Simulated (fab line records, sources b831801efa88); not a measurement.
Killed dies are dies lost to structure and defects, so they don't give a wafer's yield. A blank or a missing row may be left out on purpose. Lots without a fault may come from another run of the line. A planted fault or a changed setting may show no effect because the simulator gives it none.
A sampling plan put to the test | flow gf180mcu | one fab line, 53 faults that these records tell of, each judged on the records of the lots that it struck
The plan is the line's own looks: the steps of the route at which a gauge or an inspection reads the wafer and doesn't change it. A look can be judged if struck wafers have a number there and the file gives its usual mean and standard deviation on fault-free wafers. Caught: at a look after the fault's first step, the mean of the struck wafers lies 4 or more of those standard deviations (sigma) from the usual mean. On the tool: the same test on the tool's own readings at the fault's steps. Another recipe on the struck wafers, or a record that is blank for them alone, also counts as caught.

THE FAULTS, as the simulator had put them in
1. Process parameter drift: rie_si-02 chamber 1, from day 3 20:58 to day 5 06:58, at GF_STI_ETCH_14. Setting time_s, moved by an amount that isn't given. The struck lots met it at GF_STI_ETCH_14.
2. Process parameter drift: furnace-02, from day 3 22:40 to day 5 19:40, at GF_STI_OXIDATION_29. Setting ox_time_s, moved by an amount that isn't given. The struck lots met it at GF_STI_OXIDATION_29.
3. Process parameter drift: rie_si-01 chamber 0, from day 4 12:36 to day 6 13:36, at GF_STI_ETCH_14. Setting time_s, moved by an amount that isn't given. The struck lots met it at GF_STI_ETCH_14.
4. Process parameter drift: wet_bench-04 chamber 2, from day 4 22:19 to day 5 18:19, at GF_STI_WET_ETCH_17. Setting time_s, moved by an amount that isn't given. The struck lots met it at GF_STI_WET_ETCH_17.
5. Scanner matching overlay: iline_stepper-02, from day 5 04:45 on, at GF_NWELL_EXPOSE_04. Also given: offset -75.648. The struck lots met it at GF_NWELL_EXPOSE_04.
6. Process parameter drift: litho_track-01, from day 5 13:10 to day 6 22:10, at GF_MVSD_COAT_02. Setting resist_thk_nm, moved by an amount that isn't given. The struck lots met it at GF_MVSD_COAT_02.
7. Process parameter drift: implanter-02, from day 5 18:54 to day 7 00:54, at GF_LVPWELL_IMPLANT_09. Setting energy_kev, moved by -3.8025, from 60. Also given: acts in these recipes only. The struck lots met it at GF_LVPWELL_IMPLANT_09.
8. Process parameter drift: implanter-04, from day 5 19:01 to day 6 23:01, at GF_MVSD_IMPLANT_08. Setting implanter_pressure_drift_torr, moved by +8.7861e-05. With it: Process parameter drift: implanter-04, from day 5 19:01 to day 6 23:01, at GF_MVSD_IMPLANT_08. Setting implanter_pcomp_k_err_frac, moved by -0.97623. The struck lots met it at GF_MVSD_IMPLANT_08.
9. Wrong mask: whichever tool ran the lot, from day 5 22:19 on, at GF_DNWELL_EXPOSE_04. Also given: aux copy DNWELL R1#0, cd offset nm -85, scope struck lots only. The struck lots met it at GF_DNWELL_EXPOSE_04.
10. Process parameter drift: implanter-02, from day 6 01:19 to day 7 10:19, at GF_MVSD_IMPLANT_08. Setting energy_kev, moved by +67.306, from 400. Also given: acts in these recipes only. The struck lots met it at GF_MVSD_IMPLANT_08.
11. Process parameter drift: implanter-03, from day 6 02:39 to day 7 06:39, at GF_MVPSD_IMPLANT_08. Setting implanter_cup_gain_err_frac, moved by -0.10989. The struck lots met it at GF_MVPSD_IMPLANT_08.
12. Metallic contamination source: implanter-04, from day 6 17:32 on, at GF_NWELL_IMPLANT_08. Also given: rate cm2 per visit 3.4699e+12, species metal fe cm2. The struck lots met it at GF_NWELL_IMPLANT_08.
13. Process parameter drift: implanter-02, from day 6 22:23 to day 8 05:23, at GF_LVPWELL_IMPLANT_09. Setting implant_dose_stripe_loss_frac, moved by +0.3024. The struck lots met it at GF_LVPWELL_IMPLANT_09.
14. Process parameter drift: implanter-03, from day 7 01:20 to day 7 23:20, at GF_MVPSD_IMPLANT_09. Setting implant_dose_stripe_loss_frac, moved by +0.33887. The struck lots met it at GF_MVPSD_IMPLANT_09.
15. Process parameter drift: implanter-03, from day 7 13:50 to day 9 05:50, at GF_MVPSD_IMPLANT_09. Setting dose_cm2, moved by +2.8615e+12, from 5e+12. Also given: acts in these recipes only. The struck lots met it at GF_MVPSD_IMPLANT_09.
16. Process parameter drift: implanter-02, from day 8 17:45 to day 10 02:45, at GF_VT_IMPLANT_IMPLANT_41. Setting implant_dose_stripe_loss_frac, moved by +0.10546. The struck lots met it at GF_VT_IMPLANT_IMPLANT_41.
17. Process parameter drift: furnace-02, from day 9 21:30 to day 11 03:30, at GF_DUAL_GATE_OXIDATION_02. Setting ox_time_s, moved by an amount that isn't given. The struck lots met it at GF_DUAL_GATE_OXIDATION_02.
18. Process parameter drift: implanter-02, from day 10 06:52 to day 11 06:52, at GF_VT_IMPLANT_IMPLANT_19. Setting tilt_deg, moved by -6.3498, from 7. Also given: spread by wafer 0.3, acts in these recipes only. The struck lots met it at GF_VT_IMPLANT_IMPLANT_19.
19. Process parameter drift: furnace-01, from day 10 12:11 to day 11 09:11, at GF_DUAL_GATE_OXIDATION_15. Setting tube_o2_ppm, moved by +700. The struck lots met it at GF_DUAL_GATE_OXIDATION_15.
20. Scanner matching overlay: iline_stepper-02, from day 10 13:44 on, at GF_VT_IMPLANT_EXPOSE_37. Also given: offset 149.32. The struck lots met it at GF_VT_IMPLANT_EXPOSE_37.
21. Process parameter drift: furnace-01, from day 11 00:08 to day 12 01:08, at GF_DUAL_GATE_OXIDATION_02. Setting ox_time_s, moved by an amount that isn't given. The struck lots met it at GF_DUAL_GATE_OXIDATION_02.
22. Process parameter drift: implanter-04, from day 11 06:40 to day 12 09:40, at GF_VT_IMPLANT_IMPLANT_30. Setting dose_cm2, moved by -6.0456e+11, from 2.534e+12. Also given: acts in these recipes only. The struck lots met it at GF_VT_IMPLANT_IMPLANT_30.
23. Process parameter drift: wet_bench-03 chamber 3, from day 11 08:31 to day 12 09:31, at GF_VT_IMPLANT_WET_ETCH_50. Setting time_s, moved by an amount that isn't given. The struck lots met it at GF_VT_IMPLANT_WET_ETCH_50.
24. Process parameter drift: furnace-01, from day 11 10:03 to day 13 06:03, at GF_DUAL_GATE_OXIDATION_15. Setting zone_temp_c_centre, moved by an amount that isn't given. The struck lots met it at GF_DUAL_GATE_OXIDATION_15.
25. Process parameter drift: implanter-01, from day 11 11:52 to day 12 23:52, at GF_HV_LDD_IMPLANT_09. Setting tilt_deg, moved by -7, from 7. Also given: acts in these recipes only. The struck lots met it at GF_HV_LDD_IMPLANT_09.
26. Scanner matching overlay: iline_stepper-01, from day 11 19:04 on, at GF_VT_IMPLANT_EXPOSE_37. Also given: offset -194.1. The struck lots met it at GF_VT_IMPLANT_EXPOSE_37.
27. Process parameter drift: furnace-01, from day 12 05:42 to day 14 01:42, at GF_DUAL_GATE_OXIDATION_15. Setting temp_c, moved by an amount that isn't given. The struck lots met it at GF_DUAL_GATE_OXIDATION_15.
28. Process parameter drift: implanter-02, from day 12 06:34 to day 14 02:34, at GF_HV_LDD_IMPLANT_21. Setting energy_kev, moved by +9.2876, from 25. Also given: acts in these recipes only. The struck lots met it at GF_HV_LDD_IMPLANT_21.
29. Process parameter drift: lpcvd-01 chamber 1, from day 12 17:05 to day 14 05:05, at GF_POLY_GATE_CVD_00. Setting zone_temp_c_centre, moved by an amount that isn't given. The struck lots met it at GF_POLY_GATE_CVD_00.
30. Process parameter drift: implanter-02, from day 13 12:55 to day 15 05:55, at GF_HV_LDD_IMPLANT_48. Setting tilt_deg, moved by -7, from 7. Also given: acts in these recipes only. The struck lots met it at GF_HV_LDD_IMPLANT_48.
31. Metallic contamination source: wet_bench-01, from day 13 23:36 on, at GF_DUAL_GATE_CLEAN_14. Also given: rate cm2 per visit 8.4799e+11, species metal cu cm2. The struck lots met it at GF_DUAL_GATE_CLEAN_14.
32. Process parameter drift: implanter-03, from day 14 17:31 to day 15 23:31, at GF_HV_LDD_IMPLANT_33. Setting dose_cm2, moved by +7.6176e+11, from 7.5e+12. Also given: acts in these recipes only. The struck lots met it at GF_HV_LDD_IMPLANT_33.
33. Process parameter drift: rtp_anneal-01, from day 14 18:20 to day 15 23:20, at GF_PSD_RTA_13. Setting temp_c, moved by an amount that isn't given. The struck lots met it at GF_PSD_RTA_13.
34. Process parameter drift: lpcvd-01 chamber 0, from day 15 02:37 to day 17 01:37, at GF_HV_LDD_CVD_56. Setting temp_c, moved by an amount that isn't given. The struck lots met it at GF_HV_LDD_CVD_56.
35. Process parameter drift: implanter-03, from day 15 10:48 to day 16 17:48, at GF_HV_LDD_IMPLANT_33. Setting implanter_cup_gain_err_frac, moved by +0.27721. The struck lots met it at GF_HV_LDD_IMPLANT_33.
36. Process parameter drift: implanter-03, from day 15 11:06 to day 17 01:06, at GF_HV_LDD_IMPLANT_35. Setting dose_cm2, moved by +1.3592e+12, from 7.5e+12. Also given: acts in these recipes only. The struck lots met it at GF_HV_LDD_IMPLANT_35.
37. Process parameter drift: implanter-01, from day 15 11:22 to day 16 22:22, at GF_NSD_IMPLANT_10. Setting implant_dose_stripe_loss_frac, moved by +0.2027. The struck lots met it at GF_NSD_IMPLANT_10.
38. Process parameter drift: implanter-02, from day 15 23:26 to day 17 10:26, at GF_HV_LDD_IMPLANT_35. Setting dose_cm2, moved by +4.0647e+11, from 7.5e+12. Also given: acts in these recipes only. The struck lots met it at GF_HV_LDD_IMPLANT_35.
39. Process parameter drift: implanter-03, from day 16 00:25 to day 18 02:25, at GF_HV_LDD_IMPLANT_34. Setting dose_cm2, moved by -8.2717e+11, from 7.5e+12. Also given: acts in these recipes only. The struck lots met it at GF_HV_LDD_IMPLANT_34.
40. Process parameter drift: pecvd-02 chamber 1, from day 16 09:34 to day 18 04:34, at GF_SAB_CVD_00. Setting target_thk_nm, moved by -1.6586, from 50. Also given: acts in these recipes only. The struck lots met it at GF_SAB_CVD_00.
41. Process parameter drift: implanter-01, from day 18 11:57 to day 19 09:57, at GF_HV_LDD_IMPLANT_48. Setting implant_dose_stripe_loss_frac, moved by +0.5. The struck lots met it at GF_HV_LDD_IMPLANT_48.
42. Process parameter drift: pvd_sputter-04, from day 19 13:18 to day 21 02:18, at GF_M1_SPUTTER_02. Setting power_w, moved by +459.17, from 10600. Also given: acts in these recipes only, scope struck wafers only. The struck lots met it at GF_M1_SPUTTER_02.
43. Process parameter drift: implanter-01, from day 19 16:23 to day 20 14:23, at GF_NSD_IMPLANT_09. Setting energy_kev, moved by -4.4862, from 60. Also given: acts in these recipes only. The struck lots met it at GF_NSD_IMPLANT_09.
44. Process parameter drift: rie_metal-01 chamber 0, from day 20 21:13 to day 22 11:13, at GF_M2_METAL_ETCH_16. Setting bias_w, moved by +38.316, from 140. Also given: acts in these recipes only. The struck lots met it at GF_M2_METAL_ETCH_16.
45. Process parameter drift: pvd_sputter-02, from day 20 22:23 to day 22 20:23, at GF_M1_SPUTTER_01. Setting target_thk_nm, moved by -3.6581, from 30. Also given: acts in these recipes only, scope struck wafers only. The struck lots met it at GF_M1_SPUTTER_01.
46. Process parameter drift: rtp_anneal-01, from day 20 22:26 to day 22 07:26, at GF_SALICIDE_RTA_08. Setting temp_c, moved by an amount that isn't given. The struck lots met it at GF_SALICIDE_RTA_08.
47. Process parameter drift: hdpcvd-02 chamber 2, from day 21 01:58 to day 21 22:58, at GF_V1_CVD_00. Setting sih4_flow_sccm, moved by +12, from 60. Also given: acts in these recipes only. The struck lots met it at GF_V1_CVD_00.
48. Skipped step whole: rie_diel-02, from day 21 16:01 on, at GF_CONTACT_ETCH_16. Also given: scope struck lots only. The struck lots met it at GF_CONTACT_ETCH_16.
49. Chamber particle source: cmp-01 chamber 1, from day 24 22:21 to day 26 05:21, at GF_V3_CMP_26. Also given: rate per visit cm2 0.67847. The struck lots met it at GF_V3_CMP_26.
50. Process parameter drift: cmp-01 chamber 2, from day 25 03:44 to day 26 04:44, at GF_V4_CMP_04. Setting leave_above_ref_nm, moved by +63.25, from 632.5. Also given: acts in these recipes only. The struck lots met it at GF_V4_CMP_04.
51. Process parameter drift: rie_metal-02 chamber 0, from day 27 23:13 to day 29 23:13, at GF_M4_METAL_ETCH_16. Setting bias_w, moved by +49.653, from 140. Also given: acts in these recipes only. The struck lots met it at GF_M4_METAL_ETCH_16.
52. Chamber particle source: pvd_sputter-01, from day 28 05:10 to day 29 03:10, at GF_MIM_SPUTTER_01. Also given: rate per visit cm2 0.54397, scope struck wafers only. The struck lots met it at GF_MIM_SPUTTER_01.
53. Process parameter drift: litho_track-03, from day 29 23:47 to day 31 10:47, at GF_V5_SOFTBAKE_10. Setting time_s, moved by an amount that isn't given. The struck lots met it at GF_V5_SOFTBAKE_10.

WHAT THE PLAN SAW
fault | on the tool itself                               | first look that catches it                      | reading, sigma                                        | median hours from its first step to that look | hours from the fault's start to the first struck lot there | judged looks passed uncaught
1     | run_length_s -30 sigma                           | no look after it can be judged                  | -                                                     | -                                             | -                                                          | 0
2     | under 2 sigma                                    | GF_STI_THK_MEAS_30                              | STI_OXIDATION_02_THK +29                              | 1.4                                           | 6                                                          | 0
3     | run_length_s -99 or beyond sigma                 | none of the 2 looks that can be judged after it | -                                                     | -                                             | -                                                          | 2
4     | run_length_s +99 or beyond sigma                 | none of the 2 looks that can be judged after it | -                                                     | -                                             | -                                                          | 2
5     | no reading that can be judged                    | GF_NWELL_OVL_MEAS_07                            | NWELL_OVL -50                                         | 6.8                                           | 10                                                         | 0
6     | under 2 sigma                                    | not the one look that can be judged after it    | -                                                     | -                                             | -                                                          | 1
7     | beam_energy_keV -99 or beyond sigma              | no look after it can be judged                  | -                                                     | -                                             | -                                                          | 0
8     | end_station_pressure_torr +99 or beyond sigma    | GF_MVSD_TW_MEAS_11                              | MVSD_TW +6.8                                          | 0.4                                           | 9                                                          | 0
9     | no reading that can be judged                    | no look after it can be judged                  | -                                                     | -                                             | -                                                          | 0
10    | beam_energy_keV +99 or beyond sigma              | GF_VT_IMPLANT_RS_MEAS_46                        | MVSD_RS -12                                           | 83.8                                          | 87                                                         | 0
11    | beam_on_s +6.6 sigma                             | GF_MVPSD_TW_MEAS_11                             | MVPSD_TW +4.7                                         | 0.4                                           | 16                                                         | 0
12    | under 2 sigma                                    | none of the 5 looks that can be judged after it | -                                                     | -                                             | -                                                          | 5
13    | no reading that can be judged                    | GF_VT_IMPLANT_RS_MEAS_48                        | LVPWELL_RS +5.2                                       | 104.8                                         | 111                                                        | 0
14    | no reading that can be judged                    | GF_VT_IMPLANT_RS_MEAS_49                        | MVPSD_RS +15                                          | 68.4                                          | 71                                                         | 0
15    | dose_ions_cm2 +99 or beyond sigma                | GF_MVPSD_TW_MEAS_11                             | MVPSD_TW +4.1                                         | 0.2                                           | 9                                                          | 0
16    | no reading that can be judged                    | none of the 8 looks that can be judged after it | -                                                     | -                                             | -                                                          | 8
17    | under 2 sigma                                    | GF_DUAL_GATE_THK_MEAS_03                        | DUAL_GATE_OXIDATION_00_THK +5.5                       | 1.5                                           | 6                                                          | 0
18    | under 2 sigma                                    | GF_VT_IMPLANT_TW_MEAS_21                        | VT_IMPLANT_2_TW -6.6                                  | 0.2                                           | 7                                                          | 0
19    | under 2 sigma                                    | none of the 3 looks that can be judged after it | -                                                     | -                                             | -                                                          | 3
20    | no reading that can be judged                    | GF_VT_IMPLANT_OVL_MEAS_40                       | VT_IMPLANT_03_OVL +99 or beyond                       | 9.5                                           | 13                                                         | 0
21    | under 2 sigma                                    | GF_DUAL_GATE_THK_MEAS_03                        | DUAL_GATE_OXIDATION_00_THK +12                        | 1.4                                           | 5                                                          | 0
22    | dose_ions_cm2 -99 or beyond sigma                | GF_VT_IMPLANT_TW_MEAS_32                        | VT_IMPLANT_3_TW -7.0                                  | 0.2                                           | 13                                                         | 0
23    | run_length_s -78 sigma                           | none of the 5 looks that can be judged after it | -                                                     | -                                             | -                                                          | 5
24    | zone_power_centre_pct -35 sigma                  | none of the 3 looks that can be judged after it | -                                                     | -                                             | -                                                          | 3
25    | tilt_deg -99 or beyond sigma                     | GF_HV_LDD_TW_MEAS_11                            | HV_LDD_TW -10                                         | 0.3                                           | 6                                                          | 0
26    | no reading that can be judged                    | GF_VT_IMPLANT_OVL_MEAS_40                       | VT_IMPLANT_03_OVL -99 or beyond                       | 9.5                                           | 19                                                         | 0
27    | tube_center_temp_C +81 sigma                     | none of the 3 looks that can be judged after it | -                                                     | -                                             | -                                                          | 3
28    | beam_energy_keV +99 or beyond sigma              | GF_HV_LDD_TW_MEAS_23                            | HV_LDD_2_TW +9.5                                      | 0.2                                           | 6                                                          | 0
29    | zone_power_centre_pct +11 sigma                  | GF_POLY_GATE_THK_MEAS_01                        | POLY_GATE_CVD_00_THK +16                              | 1.3                                           | 6                                                          | 0
30    | tilt_deg -99 or beyond sigma                     | GF_HV_LDD_TW_MEAS_50                            | HV_LDD_4_TW -11                                       | 0.2                                           | 9                                                          | 0
31    | no reading that can be judged                    | none of the 7 looks that can be judged after it | -                                                     | -                                             | -                                                          | 7
32    | dose_ions_cm2 +94 sigma                          | no look after it can be judged                  | -                                                     | -                                             | -                                                          | 0
33    | wafer_temp_C_max +46 sigma                       | GF_PSD_RS_MEAS_14                               | NSD_RS -64                                            | 0.1                                           | 5                                                          | 0
34    | susceptor_temp_C -77 sigma                       | GF_HV_LDD_THK_MEAS_57                           | HV_LDD_CVD_56_THK -51                                 | 2.1                                           | 7                                                          | 0
35    | faraday_current_uA +14 sigma                     | GF_HV_LDD_RS_MEAS_53                            | HV_LDD_RS +5.5                                        | 23.8                                          | 32                                                         | 1
36    | dose_ions_cm2 +99 or beyond sigma                | not the one look that can be judged after it    | strongest: HV_LDD_RS at GF_HV_LDD_RS_MEAS_53, -3.5    | -                                             | -                                                          | 1
37    | under 2 sigma                                    | none of the 9 looks that can be judged after it | strongest: NSD_RS at GF_PSD_RS_MEAS_14, +2.0          | -                                             | -                                                          | 9
38    | dose_ions_cm2 +49 sigma                          | no look after it can be judged                  | -                                                     | -                                             | -                                                          | 0
39    | dose_ions_cm2 -99 or beyond sigma                | no look after it can be judged                  | -                                                     | -                                             | -                                                          | 0
40    | under 2 sigma                                    | none of the 3 looks that can be judged after it | strongest: SAB_CVD_00_THK at GF_SAB_THK_MEAS_01, -2.4 | -                                             | -                                                          | 3
41    | under 2 sigma                                    | none of the 7 looks that can be judged after it | -                                                     | -                                             | -                                                          | 7
42    | cathode_dc_power_W +99 or beyond sigma           | none of the 2 looks that can be judged after it | strongest: M1_ALCU_RS at GF_M1_RS_MEAS_05, -3.7       | -                                             | -                                                          | 2
43    | beam_energy_keV -99 or beyond sigma              | GF_PSD_RS_MEAS_14                               | NSD_RS +13                                            | 25.5                                          | 33                                                         | 2
44    | bias_w +96 sigma                                 | not the one look that can be judged after it    | -                                                     | -                                             | -                                                          | 1
45    | under 2 sigma                                    | no look after it can be judged                  | -                                                     | -                                             | -                                                          | 0
46    | wafer_temp_C_max +99 or beyond sigma             | no look after it can be judged                  | -                                                     | -                                             | -                                                          | 0
47    | sih4_flow_sccm +69 sigma                         | GF_V1_THK_MEAS_01                               | V1_CVD_00_THK +16                                     | 0.1                                           | 10                                                         | 0
48    | the tool's record is blank for the struck wafers | no look after it can be judged                  | -                                                     | -                                             | -                                                          | 0
49    | under 2 sigma                                    | none of the 2 looks that can be judged after it | -                                                     | -                                             | -                                                          | 2
50    | time_to_endpoint_s -5.0 sigma                    | no look after it can be judged                  | -                                                     | -                                             | -                                                          | 0
51    | bias_w +99 or beyond sigma                       | not the one look that can be judged after it    | -                                                     | -                                             | -                                                          | 1
52    | under 2 sigma                                    | none of the 2 looks that can be judged after it | -                                                     | -                                             | -                                                          | 2
53    | run_length_s +72 sigma                           | none of the 2 looks that can be judged after it | -                                                     | -                                             | -                                                          | 2
A dash: the fault isn't caught, or these records don't give the number.

Caught at a look: 23 of 53. Caught on the tool: 32 of 53. By one or the other: 41 of 53.
Caught on the tool alone: faults 1, 3, 4, 7, 23, 24, 27, 32, 36, 38, 39, 42, 44, 46, 48, 50, 51, 53.
Caught at a look alone: faults 2, 5, 13, 14, 17, 18, 20, 21, 26.
Caught by neither: faults 6, 9, 12, 16, 19, 31, 37, 40, 41, 45, 49, 52.

THINNER SAMPLING
If the look that catches a fault measured only every second or every third lot, by lot number, the first struck lot would be measured this late in the worst case:
fault | struck lots at that look, in order of time | every lot | every second lot | every third lot
2     | L469, L471                                 | 6 h       | may miss all 2   | may miss all 2
5     | L693, L694                                 | 10 h      | 14 h             | may miss all 2
8     | L883, L885, L886                           | 9 h       | 26 h             | may miss all 3
10    | L989, L992                                 | 87 h      | 110 h            | may miss all 2
11    | L547, L548, L549                           | 16 h      | 19 h             | 27 h
13    | L521, L522                                 | 111 h     | 116 h            | may miss all 2
14    | L643, L646                                 | 71 h      | 91 h             | may miss all 2
15    | L469, L472                                 | 9 h       | 28 h             | may miss all 2
17    | L923, L925                                 | 6 h       | may miss all 2   | may miss all 2
18    | L483, L484, L485, L486                     | 7 h       | 14 h             | 18 h
20    | L205, L208                                 | 13 h      | 38 h             | may miss all 2
21    | L382, L384                                 | 5 h       | may miss all 2   | may miss all 2
22    | L764, L765                                 | 13 h      | 18 h             | may miss all 2
25    | L116, L119                                 | 6 h       | 29 h             | may miss all 2
26    | L850, L851                                 | 19 h      | 26 h             | may miss all 2
28    | L353, L357                                 | 6 h       | may miss all 2   | may miss all 2
29    | L508                                       | 6 h       | may miss it      | may miss it
30    | L727, L731                                 | 9 h       | may miss all 2   | may miss all 2
33    | L209, L210, L211                           | 5 h       | 16 h             | 26 h
34    | L734, L736                                 | 7 h       | may miss all 2   | may miss all 2
35    | L224, L225                                 | 32 h      | 43 h             | may miss all 2
43    | L266, L267                                 | 33 h      | 36 h             | may miss all 2
47    | L585                                       | 10 h      | may miss it      | may miss it
Hours are from the fault's start to the first struck lot that is measured. The limit of 4 sigma was tested on all struck wafers together, so one lot alone may lie under it. Other struck lots may not be in these records.

THE LONGEST TIMED WAY FROM STEP TO LOOK
Fault 13: a median of 104.8 hours passes between GF_LVPWELL_IMPLANT_09 and GF_VT_IMPLANT_RS_MEAS_48. No look between them can be judged.
